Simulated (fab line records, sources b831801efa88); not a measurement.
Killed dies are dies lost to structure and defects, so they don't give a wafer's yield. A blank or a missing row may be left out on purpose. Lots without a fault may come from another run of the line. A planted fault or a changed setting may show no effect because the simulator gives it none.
A struck lot beside a sound one | flow gf180mcu | 14 steps out of a route of 602
Sound: wafers L370.1, L370.2, L370.3. Struck: wafers L377.1, L377.2, L377.3. The cause comes at the end.
At each step with rows: each side's tool, then ch and its chambers, then its first start. Under that, the readings that differ: sound wafers | struck wafers | difference of the means | sigmas: that difference in standard deviations of wafers without a fault.
alike: readings whose means differ by less than 2 such deviations, and words and numbers that are the same on both sides. not compared: withheld readings, readings that some wafer has no value for, bounds like >300 that may hide the same value, and numbers for which the record gives no deviation and whose values overlap.
The two part at a step that has a row with sigmas, a row that says differs or no value, or rows on one side only. Numbers that don't overlap but have no deviation are shown without sigmas and don't part them. A reading that every wafer of one side lacks parts them only if that side has two wafers or more.

first, 4 steps without rows for these wafers: GF_M1_SOFTBAKE_10 (time 60 s); GF_M1_EXPOSE_11 (exposes mask Metal1, target cd 230 nm); GF_M1_PEB_12 (peb time 86.34 s); GF_M1_DEVELOP_13 (develop time 60 s).
GF_M1_CD_MEAS_14: target cd 230 nm.
  sound on cd_sem-01, day 20 17:51; struck on cd_sem-01, day 22 20:51
  alike: cd_nm
GF_M1_OVL_MEAS_15:
  sound on overlay-02, day 20 17:58; struck on overlay-01, day 22 20:58
  alike: M1_OVL
GF_M1_METAL_ETCH_16: etches the open film in Cl2/BCl3, stops on SiO2, target depth 750.8 nm, time 125.1 s.
  sound on rie_metal-03 ch 0,1, day 20 18:01; struck on rie_metal-02 ch 0,1, day 22 21:00
  alike: bias_w, drypump_motor_current_A, oes_product_au, throttle_valve_pct
  not compared: rf_hours_counter_h
GF_M1_STRIP_17: strips in O2/N2.
  sound on plasma_asher-02 ch 0,1, day 20 18:08; struck on plasma_asher-03 ch 0,1, day 22 21:08
  reading                     | sound       | struck      | difference | sigmas
  drypump_motor_current_A (A) | 5.4 6.8 6.8 | 5.2 4.6 4.6 | -1.5       | -2
  alike: heater_power_w, oes_product_au, strip_time_to_endpoint_s
  not compared: rf_hours_counter_h
then, 3 steps without rows for these wafers: GF_M1_STRIP_18 (strips in post etch residue remover, time 1200 s); GF_M1_CLEAN_19 (cleans in DIW); GF_V1_CVD_00 (deposits SiO2, target thk 600 nm, time 100 s).
GF_V1_THK_MEAS_01:
  sound on film_metro-01, day 20 18:44; struck on film_metro-04, day 22 21:44
  alike: V1_CVD_00_THK
GF_V1_CVD_02: deposits SiO2 from TEOS, target thk 850 nm, time 94.851 s.
  sound on pecvd-04 ch 0,1,2, day 20 18:48; struck on pecvd-01 ch 0,1,2, day 22 21:48
  no value came back on the struck wafers for heater_power_outer_w (W), heater_power_w (W); on the sound wafers heater_power_outer_w (W) reads 372 334 346
GF_PASSIVATION_PROBE_99:
  the record has rows for the sound wafers here (prober-02, day 31 21:04) and none for the struck ones

WHERE THEY PART
First at GF_M1_STRIP_17; last, within this record, at GF_PASSIVATION_PROBE_99.

WHY: what the simulator had put in
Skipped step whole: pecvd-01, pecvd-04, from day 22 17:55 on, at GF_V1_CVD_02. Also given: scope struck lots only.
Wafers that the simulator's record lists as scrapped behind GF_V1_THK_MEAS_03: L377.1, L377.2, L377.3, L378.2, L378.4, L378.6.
